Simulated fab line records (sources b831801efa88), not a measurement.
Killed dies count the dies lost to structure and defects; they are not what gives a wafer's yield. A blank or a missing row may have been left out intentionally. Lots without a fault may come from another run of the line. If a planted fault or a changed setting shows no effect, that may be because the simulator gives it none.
Matching of chambers ; flow sky130 ; cmp-01 running SKY_VIA3_CMP_24: 4 sister chambers
The step polishes, stops on SiO2, t overpolish 20 s, target thk 0 nm. 33 wafers are shown with their chamber, then 12 later ones without.

## EACH WAFER AND ITS CHAMBER
wafer;chamber;motor current A (A);time to endpoint s (s);overpolish run s (s)
L076.1;3;11.6;100;20.006
L076.4;1;11.0;94;20.003
L076.6;0;10.5;93;20.003
L075.1;0;10.8;96;20.016
L075.3;1;11.8;89;19.983
L075.4;3;11.6;93;19.995
L078.1;1;11.5;93;20.019
L078.4;3;11.1;104;20.009
L078.6;2;11.3;101;20.001
L079.4;1;11.2;92;20.005
L079.5;1;11.9;93;20.001
L079.6;0;10.9;95;19.985
L080.3;0;10.7;94;19.991
L080.5;0;10.8;97;20.005
L080.6;1;12.0;92;19.995
L083.2;1;11.0;99;20.008
L083.3;2;10.9;97;19.994
L083.4;0;10.9;98;20.008
L085.1;3;11.8;100;20.012
L085.2;2;11.6;97;19.996
L085.3;1;11.4;95;20.001
L086.2;1;11.9;91;20.007
L086.4;3;11.5;99;20.022
L086.6;0;10.9;97;19.978
L087.1;0;11.4;94;20.006
L087.2;1;12.0;95;19.998
L087.5;3;11.8;96;19.992
L088.3;3;11.7;97;20.000
L088.5;1;11.0;90;20.006
L088.6;2;11.8;97;19.992
L091.1;1;11.5;93;19.990
L091.2;2;11.4;97;19.997
L091.5;2;11.2;95;19.999

SIGNATURES (averages over the wafers above)
reading;chamber 0;chamber 1;chamber 2;chamber 3;scatter within a chamber
motor current A;10.863;11.517;11.367;11.586;0.325
time to endpoint s;95.50;93.00;97.33;98.43;2.57
overpolish run s;19.99900;20.00133;19.99650;20.00514;0.00986
Rule: for a wafer and a chamber, the distance is found by dividing, reading by reading, the gap between the wafer's reading and the chamber's mean by the reading's scatter, squaring, summing and taking the root. If the next closest chamber is less than 2 further off than the closest, the wafer can't be placed; otherwise it belongs to the closest. The scatter: the root of (the sum of the squares of (reading less its chamber's mean) over the shown wafers, divided by (wafers less chambers)).

## WAFERS MISSING THEIR CHAMBER
wafer;motor current A (A);time to endpoint s (s);overpolish run s (s)
L092.3;11.8;99;19.993
L092.4;11.7;96;19.994
L092.5;12.0;106;20.003
L093.1;11.6;94;20.007
L093.3;10.4;94;19.986
L093.6;10.7;96;19.992
L094.1;11.6;99;19.995
L094.2;11.3;96;19.995
L094.3;11.7;93;20.002
L095.1;10.8;92;19.993
L095.4;10.6;97;19.980
L095.6;10.8;96;20.011

## WHICH CHAMBER EACH WENT THROUGH
wafer;from the rows above;in truth
L092.3;can't be placed: 3 or 2 or 1 or 0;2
L092.4;can't be placed: 2 or 1 or 3 or 0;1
L092.5;can't be placed: 3 or 2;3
L093.1;can't be placed: 1 or 3 or 2 or 0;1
L093.3;can't be placed: 0 or 2 or 1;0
L093.6;can't be placed: 0 or 2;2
L094.1;can't be placed: 2 or 3 or 1 or 0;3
L094.2;can't be placed: 2 or 0 or 1 or 3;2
L094.3;can't be placed: 1 or 2 or 3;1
L095.1;can't be placed: 0 or 1 or 2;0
L095.4;can't be placed: 0 or 2 or 1 or 3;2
L095.6;can't be placed: 0 or 2 or 3 or 1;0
Correct placement for 0 of the 12. Not placeable from these rows: 12 (in 12, the candidates include the true chamber). Wrongly placed: 0.
